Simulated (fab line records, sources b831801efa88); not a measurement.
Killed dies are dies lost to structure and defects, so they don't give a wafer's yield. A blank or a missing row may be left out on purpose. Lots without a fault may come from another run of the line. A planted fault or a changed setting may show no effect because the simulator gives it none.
fab line records | flow sky130
record lots=14 wafers=42 last_day=50
route steps=708 shown VT_ADJUST_HVTP@92 VT_ADJUST_LVTN@105 SD_P@327 CONTACT@407
lots that met no fault: from a run of the same line without faults
start_h: hours from the record's first day to the start of the lot's first wafer shown | wait_h: hours since the lot's step before | " the same as in the row above | L1.1+2: a row that stands for several wafers | - no value, or no start given | * or withheld: withheld | < > ~ a bound
route shown NAME@n: a module of which the file shows steps, and the number in the route of the first | usual: mean/standard deviation of fault-free wafers | same: alike in all rows | chamber/n: place in a boat | sites: the reading at each site | _std_site: their standard deviation | _edge_site: outer sites' mean less inner sites' | radius_mm: how far each site lies from the wafer's centre | mask NAME#n: copy n | behind: the tool/chamber that last shaped the wafer | hold: why the lot was held/for how many hours/how that ended | device: the transistor (n, p or np) that didn't switch | end of line: the same wafers' tests at the end of the route | a step without rows: its recipe alone | killed: dies lost to structure and defects at the first sort, not the wafer's yield | map: a wafer's dies, x killed, . not, _ none there
set.NAME: the setting as run; set.NAME@STEP: as run at that earlier step | model.NAME: the simulator's own value behind a step, which no gauge read
steps of the route over a sample of lots; a table a step, a row a wafer
services: from which hour (start_h, from the record's first day; less than 0 if before it) a tool's chamber was out of use, for how many hours, and why
## steps
# step SKY_VT_ADJUST_HVTP_CD_MEAS_07
# recipe target_cd_nm=380
# usual cd_nm=380.2/2.3
# columns lot.wafer tool chamber start_h wait_h cd_nm
L780.1 cd_sem-01 - 125.64 0.1 382.1
L780.3 " - " " 379.3
L780.6 " - " " 379.6
L782.1 cd_sem-01 - 153.54 0.1 379.1
L782.4 " - " " 379.3
L782.6 " - " " 377.6
L785.1 cd_sem-02 - 174.43 0.1 380.6
L785.2 " - " " 378.6
L785.3 " - " " 379.5
L784.2 cd_sem-01 - 175.10 0.1 380.9
L784.4 " - " " 381.4
L784.6 " - " " 382.0
L787.2 cd_sem-01 - 181.79 0.1 382.8
L787.3 " - " " 379.8
L787.6 " - " " 379.7
L788.2 cd_sem-01 - 183.99 0.1 386.2
L788.3 " - " " 389.5
L788.6 " - " " 382.1
L789.2 cd_sem-01 - 188.36 0.1 380.6
L789.3 " - " " 379.3
L789.6 " - " " 381.1
L790.3 cd_sem-01 - 188.68 0.1 381.2
L790.4 " - " " 378.3
L790.5 " - " " 379.8
L792.2 cd_sem-01 - 206.89 0.1 379.1
L792.3 " - " " 376.4
L792.6 " - " " 377.4
L791.1 cd_sem-02 - 207.77 0.1 374.3
L791.3 " - " " 376.8
L791.4 " - " " 377.6
L795.1 cd_sem-01 - 227.17 0.1 383.8
L795.2 " - " " 382.1
L795.5 " - " " 384.8
L798.1 cd_sem-02 - 244.79 0.1 377.2
L798.2 " - " " 380.8
L798.6 " - " " 380.4
L799.1 cd_sem-01 - 250.37 0.1 376.8
L799.5 " - " " 378.2
L799.6 " - " " 381.5
L802.4 cd_sem-01 - 270.79 0.1 377.1
L802.5 " - " " 378.5
L802.6 " - " " 376.0
# step SKY_VT_ADJUST_LVTN_IMPLANT_08
# recipe species=B energy_kev=30 dose_cm2=1.57e+12 tilt_deg=withheld
# usual dose_ions_cm2=1.5702e+12/1.6e+09 faraday_current_uA=8.86/0.18
# columns lot.wafer tool chamber start_h wait_h dose_ions_cm2 faraday_current_uA
L780.1 implanter-01 0 146.22 0.0 1.5697e+12 8.96
L780.3 " 0 " " 1.5702e+12 8.88
L780.6 " 0 " " 1.5694e+12 8.91
L782.1 implanter-02 0 173.81 0.0 1.5692e+12 8.96
L782.4 " 0 " " 1.5688e+12 8.76
L782.6 " 0 " " 1.57e+12 8.94
L785.1 implanter-01 0 196.62 0.0 1.569e+12 8.84
L785.2 " 0 " " 1.569e+12 8.83
L785.3 " 0 " " 1.572e+12 8.83
L784.2 implanter-03 0 197.55 0.0 1.5717e+12 9.21
L784.4 " 0 " " 1.5712e+12 8.67
L784.6 " 0 " " 1.5699e+12 8.89
L787.2 implanter-03 0 205.45 0.0 1.576e+12 9.11
L787.3 " 0 " " 1.5706e+12 9.22
L787.6 " 0 " " 1.5705e+12 8.77
L788.2 implanter-03 0 207.30 0.0 1.5708e+12 8.86
L788.3 " 0 " " 1.5695e+12 8.88
L788.6 " 0 " " 1.5714e+12 8.70
L789.2 implanter-03 0 211.00 0.0 1.1046e+12 6.18
L789.3 " 0 " " 1.1052e+12 6.32
L789.6 " 0 " " 1.1031e+12 6.21
L790.3 implanter-02 0 211.17 0.1 1.5686e+12 8.81
L790.4 " 0 " " 1.5691e+12 8.60
L790.5 " 0 " " 1.5702e+12 8.90
L792.2 implanter-03 0 229.10 0.0 1.1058e+12 6.12
L792.3 " 0 " " 1.103e+12 6.45
L792.6 " 0 " " 1.1039e+12 6.33
L791.1 implanter-03 0 230.76 0.0 1.1057e+12 6.40
L791.3 " 0 " " 1.1048e+12 6.16
L791.4 " 0 " " 1.1035e+12 6.27
L795.1 implanter-01 0 251.51 0.0 1.5715e+12 8.95
L795.2 " 0 " " 1.5739e+12 8.83
L795.5 " 0 " " 1.571e+12 9.17
L798.1 implanter-02 0 270.22 0.0 1.5702e+12 8.96
L798.2 " 0 " " 1.5707e+12 8.81
L798.6 " 0 " " 1.5673e+12 8.63
L799.1 implanter-02 0 275.31 0.0 1.5688e+12 8.74
L799.5 " 0 " " 1.5708e+12 8.98
L799.6 " 0 " " 1.5671e+12 8.71
L802.4 implanter-01 0 297.45 0.1 1.5702e+12 8.78
L802.5 " 0 " " 1.5701e+12 8.70
L802.6 " 0 " " 1.5704e+12 8.88
# step SKY_VT_ADJUST_LVTN_TW_MEAS_10
# usual VT_ADJUST_LVTN_TW=242.2/1.6
# columns lot.wafer tool chamber start_h wait_h VT_ADJUST_LVTN_TW
L780.1 film_metro-04 - 146.47 0.1 244.3
L780.3 " - " " 243.7
L780.6 " - " " 243.3
L782.1 film_metro-03 - 174.06 0.1 240.6
L782.4 " - " " 240.1
L782.6 " - " " 240.7
L785.1 film_metro-03 - 196.87 0.1 240.8
L785.2 " - " " 239.8
L785.3 " - " " 239.2
L784.2 film_metro-01 - 197.78 0.1 242.0
L784.4 " - " " 242.2
L784.6 " - " " 242.1
L787.2 film_metro-04 - 205.68 0.1 242.9
L787.3 " - " " 243.6
L787.6 " - " " 243.7
L788.2 film_metro-04 - 207.53 0.1 245.0
L788.3 " - " " 242.2
L788.6 " - " " 244.6
L789.2 film_metro-03 - 211.23 0.1 215.9
L789.3 " - " " 216.8
L789.6 " - " " 216.4
L790.3 film_metro-03 - 211.39 0.1 241.0
L790.4 " - " " 239.4
L790.5 " - " " 240.0
L792.2 film_metro-03 - 229.33 0.1 216.8
L792.3 " - " " 217.7
L792.6 " - " " 215.4
L791.1 film_metro-04 - 231.01 0.1 220.6
L791.3 " - " " 219.8
L791.4 " - " " 220.7
L795.1 film_metro-04 - 251.76 0.1 243.7
L795.2 " - " " 243.9
L795.5 " - " " 244.3
L798.1 film_metro-04 - 270.47 0.1 242.7
L798.2 " - " " 243.3
L798.6 " - " " 243.9
L799.1 film_metro-04 - 275.56 0.1 243.5
L799.5 " - " " 243.0
L799.6 " - " " 244.5
L802.4 film_metro-04 - 297.65 0.1 241.4
L802.5 " - " " 241.0
L802.6 " - " " 242.3
# step SKY_SD_P_CD_MEAS_07
# recipe target_cd_nm=380
# usual cd_nm=380.8/2.9
# columns lot.wafer tool chamber start_h wait_h cd_nm
L780.1 cd_sem-02 - 602.98 0.1 380.4
L780.3 " - " " 380.9
L780.6 " - " " 379.8
L782.1 cd_sem-02 - 631.87 0.1 381.2
L782.4 " - " " 381.2
L782.6 " - " " 379.9
L785.1 cd_sem-01 - 664.63 0.1 385.3
L785.2 " - " " 384.6
L785.3 " - " " 386.2
L784.2 cd_sem-01 - 666.55 0.1 381.0
L784.4 " - " " 381.1
L784.6 " - " " 381.8
L787.2 cd_sem-01 - 683.20 0.1 377.7
L787.3 " - " " 378.2
L787.6 " - " " 380.0
L788.2 cd_sem-01 - 685.60 0.1 380.4
L788.3 " - " " 383.3
L788.6 " - " " 381.2
L790.3 cd_sem-02 - 690.36 0.1 379.3
L790.4 " - " " 377.3
L790.5 " - " " 377.8
L789.2 cd_sem-01 - 690.64 0.1 377.3
L789.3 " - " " 378.6
L789.6 " - " " 377.3
L792.2 cd_sem-01 - 704.00 0.1 380.7
L792.3 " - " " 381.4
L792.6 " - " " 383.7
L791.1 cd_sem-01 - 707.47 0.1 378.7
L791.3 " - " " 380.1
L791.4 " - " " 381.1
L795.1 cd_sem-01 - 730.72 0.1 379.1
L795.2 " - " " 378.5
L795.5 " - " " 378.5
L798.1 cd_sem-01 - 745.27 0.1 378.9
L798.2 " - " " 380.2
L798.6 " - " " 379.3
L799.1 cd_sem-02 - 752.28 0.1 375.6
L799.5 " - " " 376.2
L799.6 " - " " 375.0
L802.4 cd_sem-02 - 774.88 0.1 386.4
L802.5 " - " " 381.4
L802.6 " - " " 386.6
# step SKY_CONTACT_THK_MEAS_01
# recipe reads=Si3N4_of_CONTACT_CVD_00
# usual CONTACT_CVD_00_THK=74.9/1.1
# columns lot.wafer tool chamber start_h wait_h CONTACT_CVD_00_THK[nm]
L780.1 film_metro-04 - 722.34 - 74.7
L780.3 " - " " 74.0
L780.6 " - " " 75.6
L782.1 film_metro-04 - 748.97 - 73.6
L782.4 " - " " 75.3
L782.6 " - " " 75.2
L785.1 film_metro-01 - 781.80 - 74.0
L785.2 " - " " 72.2
L785.3 " - " " 74.3
L784.2 film_metro-04 - 782.68 - 72.5
L784.4 " - " " 73.3
L784.6 " - " " 75.0
L787.2 film_metro-02 - 797.83 - 74.6
L787.3 " - " " 74.7
L787.6 " - " " 75.8
L788.2 film_metro-01 - 799.33 - 75.0
L788.3 " - " " 75.7
L788.6 " - " " 74.9
L790.3 film_metro-02 - 801.14 - 74.1
L790.4 " - " " 75.5
L790.5 " - " " 75.5
L789.2 film_metro-04 - 801.30 - 75.5
L789.3 " - " " 75.2
L789.6 " - " " 76.7
L792.2 film_metro-04 - 816.49 - 75.5
L792.3 " - " " 74.6
L792.6 " - " " 76.1
L791.1 film_metro-04 - 820.85 - 73.0
L791.3 " - " " 72.2
L791.4 " - " " 73.6
L795.1 film_metro-04 - 847.91 - 73.7
L795.2 " - " " 74.0
L795.5 " - " " 75.5
L798.1 film_metro-02 - 856.03 - 74.5
L798.2 " - " " 75.0
L798.6 " - " " 75.7
L799.1 film_metro-02 - 861.52 - 75.3
L799.5 " - " " 77.0
L799.6 " - " " 77.2
L802.4 film_metro-02 - 883.63 - 77.0
L802.5 " - " " 76.8
L802.6 " - " " 75.8
## services
# columns tool chamber start_h hours kind
implanter-01 - 192.47 3.8 pm
implanter-03 - 201.83 1.1 repair
implanter-03 - 276.29 2.5 repair
## key
first_sign step=SKY_VT_ADJUST_LVTN_IMPLANT_08 reading=dose_ions_cm2 direction=down sigmas=99+ usual=* struck=*
effect step=SKY_VT_ADJUST_LVTN_IMPLANT_08 reading=faraday_current_uA direction=down sigmas=14 usual=8.86 struck=6.27
effect step=SKY_VT_ADJUST_LVTN_TW_MEAS_10 reading=VT_ADJUST_LVTN_TW direction=down sigmas=15 usual=242.2 struck=217.8
met_at SKY_VT_ADJUST_LVTN_IMPLANT_08
struck_lots L789,L791,L792
rows_end L789.2,L789.6
tester_left_out L789,L791,L792
not_acting_at SKY_VT_ADJUST_HVTP_CD_MEAS_07,SKY_SD_P_CD_MEAS_07,SKY_CONTACT_THK_MEAS_01
onset_between 207.30 211.00
fault kind=process_parameter_drift tool=implanter-03 chamber=- onset_h=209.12 steps=SKY_VT_ADJUST_LVTN_IMPLANT_08 channel=dose_cm2 offset=* shape=step end_h=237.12 acts_in=* stated=*
# tester_left_out: of these lots the tester's yield and bins aren't shown, on N5 and GAA mostly nor the transistor test; their killed dies are dies lost to structure and defects alone, not to doping, threshold or leakage, so they don't give the yield
# rows_end: these wafers met a further fault down the route, and their rows from its step on are left out
